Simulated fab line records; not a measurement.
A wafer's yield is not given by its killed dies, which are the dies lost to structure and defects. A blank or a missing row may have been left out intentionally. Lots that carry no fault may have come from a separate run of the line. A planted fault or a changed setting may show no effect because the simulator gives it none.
fab line records -- flow sky130
record: lots: 6, wafers: 18, last_day: 49
route steps=708 shown VT_ADJUST_LVTN@116 VT_ADJUST_NCORE@119 VT_ADJUST_HVTR@131 PAD_OPEN@708
lots that met no fault: from a run of the same line without faults
start_h: hours from the record's first day to the start of the lot's first wafer shown -- wait_h: hours from the lot's prior step to this one -- " identical to the entry in the row above -- L1.1+2: a single row standing in for several wafers -- - no value present, or no start provided -- * or withheld: withheld -- < > ~ a bound
route shown NAME@n: names a module that has steps shown in the file, with the first one's number in the route -- usual: average and standard deviation across the fault-free wafers -- same: alike in all rows -- chamber/n: place in a boat -- sites: per-site readings -- _std_site: the standard deviation of these -- _edge_site: inner sites' mean taken away from outer sites' mean -- radius_mm: how far each site lies from the wafer's centre -- mask NAME#n: copy n -- behind: the most recent tool/chamber to have shaped the wafer -- hold: what put the lot on hold/how long, in hours/how the hold closed -- device: whichever transistor did not switch (one of n, p or np) -- end of line: tests run on the same wafers once the route is complete -- a step with no rows: only its recipe -- killed: dies that structure and defects cost at the first sort, which is not the same as the wafer's yield -- map: a wafer's dies, marking killed ones x, the rest . and places with no die _
set.NAME: the run value of the setting; set.NAME@STEP: its run value at that earlier step -- model.NAME: the simulator's own value behind a step, which no gauge read
certain route steps with their lots: each step a table, each wafer a row
services: a tool's chamber out of use, with start hour (start_h, from the record's first day; less than 0 if before it), hours out, and reason
== steps ==
step: SKY_VT_ADJUST_LVTN_IMPLANT_19
recipe: species: B, energy_kev: 30, dose_cm2: 6.5e+11, tilt_deg: withheld
step: SKY_VT_ADJUST_LVTN_STRIP_20
recipe: chemistry: O2/N2, power_w: 1400, pressure_mtorr: 1500, platen_temp_c: withheld, o2_flow_sccm: 3000, n2_flow_sccm: 300, overash_fraction: 0.5
usual: drypump_motor_current_A: 5.5/0.37, oes_product_au: 0.715/0.0045, strip_time_to_endpoint_s: 14.22/0.044
lot.wafer,tool,chamber,start_h,wait_h,drypump_motor_current_A,oes_product_au,rf_hours_counter_h,strip_time_to_endpoint_s
L147.1,plasma_asher-04,1,186.87,0.1,4.9,0.715,39,14.21
L147.3,plasma_asher-04,0,186.87,0.1,5.4,0.721,-,14.24
L147.5,plasma_asher-04,1,186.87,0.1,4.9,0.716,-,14.18
L148.1,plasma_asher-01,1,190.27,0.1,5.5,0.704,50,14.25
L148.3,plasma_asher-01,0,190.27,0.1,5.9,0.718,-,14.18
L148.6,plasma_asher-01,0,190.27,0.1,6.0,0.712,-,14.25
L151.3,plasma_asher-03,1,210.11,0.1,5.9,0.718,-,14.22
L151.4,plasma_asher-03,0,210.11,0.1,5.5,0.721,-,14.25
L151.6,plasma_asher-03,1,210.11,0.1,5.9,0.711,-,14.26
L153.2,plasma_asher-04,1,226.27,0.1,4.9,0.716,43,14.27
L153.4,plasma_asher-04,0,226.27,0.1,5.4,0.717,-,14.27
L153.6,plasma_asher-04,1,226.27,0.1,4.9,0.714,-,14.22
L163.1,plasma_asher-03,0,291.67,0.1,5.5,0.710,61,14.12
L163.4,plasma_asher-03,1,291.67,0.1,6.0,0.719,-,14.14
L163.6,plasma_asher-03,1,291.67,0.1,5.9,0.707,-,14.16
L165.2,plasma_asher-03,1,309.52,0.1,5.9,0.715,63,14.16
L165.4,plasma_asher-03,1,309.52,0.1,5.9,0.712,-,14.17
L165.6,plasma_asher-03,1,309.52,0.1,5.9,0.714,-,14.12
step: SKY_VT_ADJUST_LVTN_TW_MEAS_21
usual: VT_ADJUST_LVTN_2_TW: 188.4/2
lot.wafer,tool,chamber,start_h,wait_h,VT_ADJUST_LVTN_2_TW
L147.1,film_metro-01,-,186.97,0.1,185.9
L147.3,film_metro-01,-,186.97,0.1,185.0
L147.5,film_metro-01,-,186.97,0.1,186.8
L148.1,film_metro-01,-,190.37,0.1,184.9
L148.3,film_metro-01,-,190.37,0.1,185.4
L148.6,film_metro-01,-,190.37,0.1,185.7
L151.3,film_metro-04,-,210.20,0.1,190.3
L151.4,film_metro-04,-,210.20,0.1,190.8
L151.6,film_metro-04,-,210.20,0.1,189.9
L153.2,film_metro-01,-,226.38,0.1,185.6
L153.4,film_metro-01,-,226.38,0.1,186.0
L153.6,film_metro-01,-,226.38,0.1,184.9
L163.1,film_metro-03,-,291.77,0.1,189.0
L163.4,film_metro-03,-,291.77,0.1,187.9
L163.6,film_metro-03,-,291.77,0.1,188.0
L165.2,film_metro-04,-,309.63,0.1,188.8
L165.4,film_metro-04,-,309.63,0.1,189.2
L165.6,film_metro-04,-,309.63,0.1,189.5
step: SKY_VT_ADJUST_NCORE_DEHYDRATE_00
recipe: temp_c: 200, time_s: 60
step: SKY_VT_ADJUST_NCORE_HMDS_01
recipe: prime_time_s: 60, prime_temp_c: 120
step: SKY_VT_ADJUST_NCORE_COAT_02
recipe: resist: NOVOLAK, spin_rpm: 3000, resist_thk_nm: 1140
step: SKY_VT_ADJUST_NCORE_SOFTBAKE_03
recipe: temp_c: 90, time_s: 60, resist: NOVOLAK
step: SKY_VT_ADJUST_NCORE_EXPOSE_04
recipe: mask_id: LVTN_COMPLEMENT_THIN, na: 0.6, source_shape: conventional, sigma_outer: 0.6, polarization: unpolarized, target_cd_nm: 380, dose_mj: 139
step: SKY_VT_ADJUST_NCORE_PEB_05
recipe: temp_c: withheld, time_s: *, resist: NOVOLAK
step: SKY_VT_ADJUST_NCORE_DEVELOP_06
recipe: resist: NOVOLAK, developer: TMAH, develop_time_s: 60, dev_temp_c: 23
step: SKY_VT_ADJUST_NCORE_CD_MEAS_07
recipe: target_cd_nm: 380
usual: cd_nm: 379.5/2.5
lot.wafer,tool,chamber,start_h,wait_h,cd_nm
L147.1,cd_sem-02,-,205.88,0.1,378.0
L147.3,cd_sem-02,-,205.88,0.1,378.2
L147.5,cd_sem-02,-,205.88,0.1,379.2
L148.1,cd_sem-01,-,209.98,0.1,380.2
L148.3,cd_sem-01,-,209.98,0.1,381.6
L148.6,cd_sem-01,-,209.98,0.1,381.3
L151.3,cd_sem-01,-,231.22,0.1,381.4
L151.4,cd_sem-01,-,231.22,0.1,380.3
L151.6,cd_sem-01,-,231.22,0.1,378.5
L153.2,cd_sem-01,-,247.85,0.1,377.1
L153.4,cd_sem-01,-,247.85,0.1,380.1
L153.6,cd_sem-01,-,247.85,0.1,376.2
L163.1,cd_sem-02,-,316.27,0.1,377.8
L163.4,cd_sem-02,-,316.27,0.1,377.2
L163.6,cd_sem-02,-,316.27,0.1,376.8
L165.2,cd_sem-01,-,335.94,0.1,380.9
L165.4,cd_sem-01,-,335.94,0.1,378.6
L165.6,cd_sem-01,-,335.94,0.1,381.5
step: SKY_VT_ADJUST_NCORE_OVL_MEAS_08
usual: VT_ADJUST_NCORE_OVL: -1.4/1.5
lot.wafer,tool,chamber,start_h,wait_h,VT_ADJUST_NCORE_OVL[nm]
L147.1,overlay-02,-,206.00,0.1,-1.0
L147.3,overlay-02,-,206.00,0.1,-1.1
L147.5,overlay-02,-,206.00,0.1,0.0
L148.1,overlay-02,-,210.10,0.1,-4.1
L148.3,overlay-02,-,210.10,0.1,-1.3
L148.6,overlay-02,-,210.10,0.1,-3.0
L151.3,overlay-02,-,231.32,0.1,-1.5
L151.4,overlay-02,-,231.32,0.1,-2.3
L151.6,overlay-02,-,231.32,0.1,-2.9
L153.2,overlay-01,-,247.96,0.1,-2.8
L153.4,overlay-01,-,247.96,0.1,-1.2
L153.6,overlay-01,-,247.96,0.1,-1.5
L163.1,overlay-01,-,316.39,0.1,0.3
L163.4,overlay-01,-,316.39,0.1,0.6
L163.6,overlay-01,-,316.39,0.1,-1.5
L165.2,overlay-02,-,336.04,0.1,-2.5
L165.4,overlay-02,-,336.04,0.1,-2.2
L165.6,overlay-02,-,336.04,0.1,-2.5
step: SKY_VT_ADJUST_NCORE_IMPLANT_09
recipe: species: B, energy_kev: 10, dose_cm2: 2.4e+12, tilt_deg: withheld
usual: dose_ions_cm2: 2.4006e+12/2.6e+09, faraday_current_uA: 13.54/0.25
lot.wafer,tool,chamber,start_h,wait_h,dose_ions_cm2,faraday_current_uA
L147.1,implanter-02,0,206.04,0.0,2.4035e+12,12.97
L147.3,implanter-02,0,206.04,0.0,2.4043e+12,13.11
L147.5,implanter-02,0,206.04,0.0,2.4029e+12,14.02
L148.1,implanter-01,0,210.14,0.0,2.4007e+12,14.16
L148.3,implanter-01,0,210.14,0.0,2.4046e+12,13.52
L148.6,implanter-01,0,210.14,0.0,2.4014e+12,13.55
L151.3,implanter-01,0,231.39,0.1,2.5924e+12,14.48
L151.4,implanter-01,0,231.39,0.1,2.5929e+12,14.72
L151.6,implanter-01,0,231.39,0.1,2.591e+12,14.59
L153.2,implanter-01,0,248.02,0.0,2.5903e+12,14.78
L153.4,implanter-01,0,248.02,0.0,2.5925e+12,14.71
L153.6,implanter-01,0,248.02,0.0,2.595e+12,14.73
L163.1,implanter-04,0,316.42,0.0,2.3999e+12,13.86
L163.4,implanter-04,0,316.42,0.0,2.3992e+12,13.53
L163.6,implanter-04,0,316.42,0.0,2.3981e+12,13.87
L165.2,implanter-02,0,336.10,0.0,2.397e+12,13.62
L165.4,implanter-02,0,336.10,0.0,2.3993e+12,13.65
L165.6,implanter-02,0,336.10,0.0,2.4038e+12,13.57
step: SKY_VT_ADJUST_NCORE_STRIP_10
recipe: chemistry: O2/N2, power_w: 1400, pressure_mtorr: 1500, platen_temp_c: withheld, o2_flow_sccm: 3000, n2_flow_sccm: 300, overash_fraction: 0.5
usual: drypump_motor_current_A: 5.68/0.18, oes_product_au: 0.715/0.0044, strip_time_to_endpoint_s: 14.18/0.038
lot.wafer,tool,chamber,start_h,wait_h,drypump_motor_current_A,oes_product_au,rf_hours_counter_h,strip_time_to_endpoint_s
L147.1,plasma_asher-02,1,206.19,0.1,5.62,0.712,9,14.15
L147.3,plasma_asher-02,1,206.19,0.1,5.63,0.717,-,14.16
L147.5,plasma_asher-02,1,206.19,0.1,5.61,0.715,-,14.18
L148.1,plasma_asher-02,0,210.29,0.1,5.66,0.718,9,14.15
L148.3,plasma_asher-02,1,210.29,0.1,5.65,0.713,-,14.19
L148.6,plasma_asher-02,1,210.29,0.1,5.66,0.716,-,14.18
L151.3,plasma_asher-02,0,231.52,0.1,5.66,0.711,-,14.26
L151.4,plasma_asher-02,1,231.52,0.1,5.63,0.715,-,14.27
L151.6,plasma_asher-02,0,231.52,0.1,5.64,0.719,-,14.23
L153.2,plasma_asher-01,0,248.14,0.1,5.94,0.718,56,14.14
L153.4,plasma_asher-01,0,248.14,0.1,5.95,0.719,-,14.17
L153.6,plasma_asher-01,1,248.14,0.1,5.45,0.709,-,14.17
L163.1,plasma_asher-01,1,316.57,0.1,5.47,0.715,61,14.13
L163.4,plasma_asher-01,0,316.57,0.1,5.95,0.714,-,14.15
L163.6,plasma_asher-01,0,316.57,0.1,5.94,0.712,-,14.13
L165.2,plasma_asher-01,0,336.22,0.1,5.94,0.712,63,14.24
L165.4,plasma_asher-01,0,336.22,0.1,5.96,0.718,-,14.24
L165.6,plasma_asher-01,1,336.22,0.1,5.45,0.722,-,14.24
step: SKY_VT_ADJUST_NCORE_TW_MEAS_11
usual: VT_ADJUST_NCORE_TW: 219.2/2
lot.wafer,tool,chamber,start_h,wait_h,VT_ADJUST_NCORE_TW
L147.1,film_metro-02,-,206.29,0.1,216.2
L147.3,film_metro-02,-,206.29,0.1,216.0
L147.5,film_metro-02,-,206.29,0.1,215.5
L148.1,film_metro-03,-,210.39,0.1,219.1
L148.3,film_metro-03,-,210.39,0.1,218.8
L148.6,film_metro-03,-,210.39,0.1,220.1
L151.3,film_metro-03,-,231.63,0.1,224.8
L151.4,film_metro-03,-,231.63,0.1,223.1
L151.6,film_metro-03,-,231.63,0.1,223.5
L153.2,film_metro-04,-,248.25,0.1,226.4
L153.4,film_metro-04,-,248.25,0.1,226.3
L153.6,film_metro-04,-,248.25,0.1,225.6
L163.1,film_metro-03,-,316.67,0.1,221.5
L163.4,film_metro-03,-,316.67,0.1,221.7
L163.6,film_metro-03,-,316.67,0.1,221.0
L165.2,film_metro-04,-,336.33,0.1,221.8
L165.4,film_metro-04,-,336.33,0.1,221.6
L165.6,film_metro-04,-,336.33,0.1,221.1
step: SKY_VT_ADJUST_HVTR_DEHYDRATE_00
recipe: temp_c: 200, time_s: 60
step: SKY_PAD_OPEN_PROBE_99
usual: killed_at_M0_to_M3: 44/7.2, killed_at_M4_up: 3.0/1.9, killed_at_contacts: 25/4.8, killed_at_front_end: 16/4.2, killed_at_other: 0.2/0.44, killed_dies: 88/9.3, killed_open: 48/7.1, killed_short: 40/6.5
same: gross_dies: 492, killed_at_back_side: 0
lot.wafer,tool,chamber,start_h,wait_h,killed_at_M0_to_M3,killed_at_M4_up,killed_at_contacts,killed_at_front_end,killed_at_other,killed_dies,killed_open,killed_short,model.etest.nfet_16v.r_on_ohm_um,model.etest.res_pwell_under_gate.rs_ohm_sq,model.etest.pfet_g5v0d10v5.drive_ua_um,model.etest.pfet_g5v0d10v5.off_log10_a_um,model.etest.pfet_g5v0d10v5.vt_sat_v,model.etest.pfet_16v.vt_v,model.etest.pfet_g5v0d10v5.vt_v,model.etest.pfet_g5v0d10v5.vt_long_v
L148.1,prober-02,-,1098.41,0.1,40,5,20,16,0,81,39,42,1.431e+04,2279,341.6,-12.47,-0.6184,-1.069,-0.8224,-0.9086
L148.3,prober-02,-,1098.51,0.2,45,6,27,11,0,89,47,42,1.439e+04,2284,340.5,-12.23,-0.6038,-1.064,-0.8095,-0.9069
L148.6,prober-02,-,1098.66,0.2,56,1,15,19,0,91,53,38,1.434e+04,2294,342.7,-12.15,-0.5958,-1.075,-0.8027,-0.9102
L147.1,prober-01,-,1099.91,0.1,52,2,22,21,0,97,53,44,1.414e+04,2266,345.5,-12.3,-0.5988,-1.079,-0.8038,-0.9178
L147.3,prober-01,-,1100.01,0.2,52,2,23,14,0,91,47,44,1.432e+04,2263,336.7,-12.43,-0.6171,-1.094,-0.8143,-0.9297
L147.5,prober-01,-,1100.11,0.2,53,3,31,14,1,102,63,39,1.417e+04,2285,344.9,-12.13,-0.6028,-1.09,-0.8031,-0.9211
L151.3,prober-02,-,1118.81,0.2,57,5,36,12,1,111,57,54,1.417e+04,2271,346.7,-12.03,-0.5845,-1.034,-0.7776,-0.861
L151.4,prober-02,-,1118.86,0.2,33,1,20,14,0,68,40,28,1.441e+04,2263,347.2,-11.99,-0.5724,-1.029,-0.7779,-0.8595
L151.6,prober-02,-,1118.96,0.2,47,4,23,11,0,85,50,35,1.424e+04,2256,354.4,-11.83,-0.5719,-1.029,-0.7726,-0.8621
L153.2,prober-02,-,1133.54,0.1,41,3,27,12,0,83,49,34,1.48e+04,2260,352.4,-11.32,-0.516,-0.9837,-0.7286,-0.8307
L153.4,prober-02,-,1133.64,0.2,40,7,30,24,0,101,47,54,1.463e+04,2261,348.9,-11.65,-0.547,-0.9922,-0.7591,-0.841
L153.6,prober-02,-,1133.74,0.2,40,2,27,18,0,87,48,39,1.47e+04,2240,352.2,-11.41,-0.5115,-0.9822,-0.7174,-0.8321
L163.1,prober-02,-,1181.55,0.1,38,3,21,16,1,79,50,29,1.439e+04,2292,337.3,-12.85,-0.6593,-1.108,-0.8433,-0.9339
L163.4,prober-02,-,1181.70,0.2,50,2,25,17,0,94,54,40,1.454e+04,2272,335.9,-12.76,-0.6578,-1.1,-0.8493,-0.9324
L163.6,prober-02,-,1181.80,0.2,48,3,23,16,0,90,48,42,1.462e+04,2277,332.9,-12.84,-0.6689,-1.114,-0.8501,-0.9452
L165.2,prober-01,-,1187.38,0.1,37,5,24,11,0,77,42,35,1.426e+04,2313,349,-12.35,-0.5946,-1.075,-0.8031,-0.9144
L165.4,prober-01,-,1187.48,0.2,46,9,16,13,0,84,44,40,1.432e+04,2278,348.1,-12.18,-0.5902,-1.085,-0.7987,-0.9244
L165.6,prober-01,-,1187.58,0.2,43,1,23,20,0,87,47,40,1.418e+04,2276,340.9,-12.57,-0.6308,-1.099,-0.8335,-0.9288
killed by level:class
L148.1 VIA1:geometric_particle:open=11 LOCAL_INTERCONNECT:geometric_particle:short=6 METAL2:geometric_particle:short=5 POLY_GATE:geometric_particle:short=5 METAL1:geometric_particle:short=5 VIA2:geometric_particle:open=5 VIA3:geometric_particle:open=5 FIELD_ISO:geometric_particle:short=4
L148.3 VIA1:geometric_particle:open=13 CONTACT:geometric_particle:open=9 VIA2:geometric_particle:open=8 FIELD_ISO:geometric_particle:short=6 LI_CONTACT:geometric_particle:open=5 LOCAL_INTERCONNECT:geometric_particle:short=5 METAL2:geometric_particle:short=5 METAL4:geometric_particle:short=5
L148.6 VIA1:geometric_particle:open=20 VIA2:geometric_particle:open=8 VIA3:geometric_particle:open=7 METAL2:geometric_particle:short=6 POLY_GATE:geometric_particle:short=5 CONTACT:geometric_particle:open=5 FIELD_ISO:geometric_particle:short=4 LI_CONTACT:geometric_particle:open=4
L147.1 VIA1:geometric_particle:open=14 VIA2:geometric_particle:short=7 LI_CONTACT:geometric_particle:open=7 CONTACT:geometric_particle:short=7 VIA2:geometric_particle:open=7 METAL2:geometric_particle:short=6 FIELD_ISO:geometric_particle:short=5 FIELD_ISO:geometric_particle:open=5
L147.3 VIA1:geometric_particle:open=11 METAL2:geometric_particle:short=11 CONTACT:geometric_particle:open=8 VIA3:geometric_particle:open=7 LI_CONTACT:geometric_particle:open=6 POLY_GATE:geometric_particle:short=5 VIA2:geometric_particle:open=5 POLY_GATE:geometric_particle:open=4
L147.5 CONTACT:geometric_particle:open=12 VIA1:geometric_particle:open=12 LI_CONTACT:geometric_particle:open=10 VIA2:geometric_particle:open=10 VIA3:geometric_particle:open=8 VIA1:geometric_particle:short=5 CONTACT:geometric_particle:short=5 METAL1:geometric_particle:short=5
L151.3 VIA1:geometric_particle:open=15 METAL2:geometric_particle:short=11 CONTACT:geometric_particle:open=11 LI_CONTACT:geometric_particle:open=10 VIA2:geometric_particle:open=7 LOCAL_INTERCONNECT:geometric_particle:short=6 FIELD_ISO:geometric_particle:short=5 CONTACT:geometric_particle:short=5
L151.4 VIA1:geometric_particle:open=10 CONTACT:geometric_particle:open=9 FIELD_ISO:geometric_particle:open=6 VIA1:geometric_particle:short=5 VIA2:geometric_particle:open=5 LI_CONTACT:geometric_particle:short=4 METAL2:geometric_particle:short=4 LI_CONTACT:geometric_particle:open=3
L151.6 VIA1:geometric_particle:open=13 VIA3:geometric_particle:open=11 METAL1:geometric_particle:short=8 CONTACT:geometric_particle:open=7 CONTACT:geometric_particle:short=5 VIA2:geometric_particle:open=5 LI_CONTACT:geometric_particle:short=4 LI_CONTACT:geometric_particle:open=4
L153.2 CONTACT:geometric_particle:open=9 LI_CONTACT:geometric_particle:open=9 VIA1:geometric_particle:open=7 VIA3:geometric_particle:open=7 METAL1:geometric_particle:short=6 VIA2:geometric_particle:open=6 LOCAL_INTERCONNECT:geometric_particle:short=4 CONTACT:geometric_particle:short=4
L153.4 METAL2:geometric_particle:short=11 LI_CONTACT:geometric_particle:open=9 VIA3:geometric_particle:open=8 FIELD_ISO:geometric_particle:open=6 LI_CONTACT:geometric_particle:short=6 CONTACT:geometric_particle:open=6 FIELD_ISO:geometric_particle:short=5 CONTACT:geometric_particle:short=5
L153.6 CONTACT:geometric_particle:open=12 VIA1:geometric_particle:short=8 VIA3:geometric_particle:open=8 FIELD_ISO:geometric_particle:open=7 CONTACT:geometric_particle:short=7 VIA1:geometric_particle:open=7 LI_CONTACT:geometric_particle:open=6 FIELD_ISO:geometric_particle:short=4
L163.1 VIA1:geometric_particle:open=15 FIELD_ISO:geometric_particle:open=6 LI_CONTACT:geometric_particle:open=6 CONTACT:geometric_particle:open=6 VIA2:geometric_particle:open=4 FIELD_ISO:geometric_particle:short=4 LI_CONTACT:geometric_particle:short=4 VIA1:geometric_particle:short=4
L163.4 VIA1:geometric_particle:open=14 CONTACT:geometric_particle:open=10 FIELD_ISO:geometric_particle:short=7 LOCAL_INTERCONNECT:geometric_particle:short=7 VIA2:geometric_particle:open=7 VIA3:geometric_particle:open=7 VIA1:geometric_particle:short=5 LI_CONTACT:geometric_particle:open=5
L163.6 VIA2:geometric_particle:open=10 VIA1:geometric_particle:open=8 LI_CONTACT:geometric_particle:open=7 METAL2:geometric_particle:short=7 LOCAL_INTERCONNECT:geometric_particle:short=6 CONTACT:geometric_particle:open=6 VIA3:geometric_particle:open=5 VIA1:geometric_particle:short=5
L165.2 CONTACT:geometric_particle:open=11 VIA1:geometric_particle:open=8 VIA2:geometric_particle:open=6 METAL2:geometric_particle:short=6 METAL3:geometric_particle:short=6 LI_CONTACT:geometric_particle:open=4 LOCAL_INTERCONNECT:geometric_particle:short=4 METAL1:geometric_particle:short=4
L165.4 VIA1:geometric_particle:open=12 VIA1:geometric_particle:short=9 VIA2:geometric_particle:open=7 METAL4:geometric_particle:short=7 FIELD_ISO:geometric_particle:open=5 CONTACT:geometric_particle:short=5 METAL1:geometric_particle:short=4 CONTACT:geometric_particle:open=4
L165.6 METAL2:geometric_particle:short=10 FIELD_ISO:geometric_particle:open=9 LI_CONTACT:geometric_particle:open=8 CONTACT:geometric_particle:open=8 VIA3:geometric_particle:open=7 FIELD_ISO:geometric_particle:short=6 METAL1:geometric_particle:short=6 VIA2:geometric_particle:open=4
== services ==
tool,chamber,start_h,hours,kind
plasma_asher-04,-,163.93,0.7,repair
implanter-04,-,185.53,2.8,pm
implanter-01,-,190.04,9.4,repair
implanter-04,-,222.41,1.9,repair
implanter-04,-,250.68,0.5,repair
plasma_asher-04,-,263.05,0.7,repair
plasma_asher-01,-,268.44,2.8,pm
implanter-01,-,278.97,2.2,repair
implanter-04,-,280.62,6.1,repair
plasma_asher-01,-,298.93,6.8,repair
implanter-04,-,302.75,0.8,repair
implanter-02,-,306.02,2.3,pm
plasma_asher-03,-,313.40,1.9,repair
implanter-04,-,326.58,2.3,repair
== key ==
first_sign: step: SKY_VT_ADJUST_NCORE_IMPLANT_09, reading: dose_ions_cm2, direction: up, sigmas: 74, usual: *, struck: *
effect: step: SKY_VT_ADJUST_NCORE_IMPLANT_09, reading: faraday_current_uA, direction: up, sigmas: 4.6, usual: 13.54, struck: 14.67
effect: step: SKY_VT_ADJUST_NCORE_TW_MEAS_11, reading: VT_ADJUST_NCORE_TW, direction: up, sigmas: 2.8, usual: 219.2, struck: 225.0
model_effect: step: SKY_PAD_OPEN_PROBE_99, value: etest.nfet_16v.r_on_ohm_um, without: 1.414e+04, struck: 1.449e+04
met_at SKY_VT_ADJUST_NCORE_IMPLANT_09
struck_wafers L151.3,L151.4,L151.6,L153.2,L153.4,L153.6
tester_left_out L151,L153
onset_between 210.14 231.39
fault: kind: process_parameter_drift, tool: implanter-01, chamber: -, onset_h: 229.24, steps: SKY_VT_ADJUST_NCORE_IMPLANT_09, channel: dose_cm2, offset: *, shape: step, end_h: 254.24, acts_in: *, stated: *
tester_left_out: of these lots the tester's yield and bins aren't shown, on N5 and GAA mostly nor the transistor test; their killed dies are dies lost to structure and defects alone, not to doping, threshold or leakage, so they don't give the yield
